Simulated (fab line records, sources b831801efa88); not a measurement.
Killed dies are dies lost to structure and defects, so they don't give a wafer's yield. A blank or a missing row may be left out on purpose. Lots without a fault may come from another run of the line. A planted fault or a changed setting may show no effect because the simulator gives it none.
Chamber matching | flow gf180mcu | GF_CONTACT_CMP_27 on cmp-01: 4 sister chambers
The step polishes, stops on SiO2, t overpolish 15 s, target thk 0 nm. 17 wafers are shown with their chamber, then 8 later ones without.

WAFERS WITH THEIR CHAMBER
wafer  | chamber | motor_current_A (A) | overpolish_run_s (s) | head_pressure_psi (psi)
L674.1 | 3       | 11.4                | 14.999               | 3.506
L674.4 | 2       | 12.4                | 14.996               | 3.500
L674.6 | 0       | 11.5                | 14.997               | 3.507
L675.3 | 1       | 10.3                | 14.992               | 3.499
L675.4 | 0       | 11.7                | 15.013               | 3.511
L675.5 | 0       | 11.5                | 15.000               | 3.499
L676.3 | 1       | 10.2                | 15.001               | 3.498
L676.5 | 0       | 12.1                | 15.014               | 3.500
L676.6 | 1       | 9.8                 | 15.002               | 3.494
L677.1 | 2       | 11.9                | 14.993               | 3.516
L677.5 | 2       | 12.4                | 14.990               | 3.515
L677.6 | 1       | 9.6                 | 14.993               | 3.497
L678.2 | 2       | 12.4                | 14.975               | 3.511
L678.4 | 3       | 11.3                | 14.994               | 3.500
L678.5 | 0       | 10.6                | 14.995               | 3.499
L680.3 | 3       | 11.5                | 14.995               | 3.493
L680.4 | 2       | 12.2                | 14.986               | 3.496

SIGNATURES (means of the wafers above)
reading           | chamber 0 | chamber 1 | chamber 2 | chamber 3 | scatter within a chamber
motor_current_A   | 11.480    | 9.975     | 12.260    | 11.400    | 0.367
overpolish_run_s  | 15.00380  | 14.99700  | 14.98800  | 14.99600  | 0.00728
head_pressure_psi | 3.50320   | 3.49700   | 3.50760   | 3.49967   | 0.0065
Rule: a wafer's distance from a chamber is the root of the sum, over the readings, of the square of ((its reading less the chamber's mean) divided by the reading's scatter). The wafer belongs to the nearest chamber; if the next one is less than 2 further off, it can't be placed. The scatter: the root of (the sum of the squares of (reading less its chamber's mean) over the shown wafers, divided by (wafers less chambers)).

WAFERS WITHOUT THEIR CHAMBER
wafer  | motor_current_A (A) | overpolish_run_s (s) | head_pressure_psi (psi)
L680.5 | 11.4                | 15.011               | 3.483
L687.1 | 11.0                | 15.006               | 3.516
L687.3 | 10.0                | 14.996               | 3.498
L689.3 | 11.3                | 15.014               | 3.502
L689.6 | 9.8                 | 14.995               | 3.493
L696.1 | 9.9                 | 15.000               | 3.489
L696.3 | 10.8                | 15.007               | 3.498
L696.4 | 11.3                | 14.986               | 3.504

WHICH CHAMBER EACH WENT THROUGH
wafer  | from the rows above          | in truth
L680.5 | can't be placed: 0 or 3 or 1 | 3
L687.1 | can't be placed: 0 or 3 or 1 | 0
L687.3 | 1                            | 1
L689.3 | can't be placed: 0 or 3      | 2
L689.6 | 1                            | 1
L696.1 | 1                            | 1
L696.3 | can't be placed: 0 or 3 or 1 | 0
L696.4 | can't be placed: 3 or 0 or 2 | 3
Placed correctly: 3 of 8. Can't be placed from these rows: 5 (the true chamber is among the candidates in 4). Placed wrongly: 0.
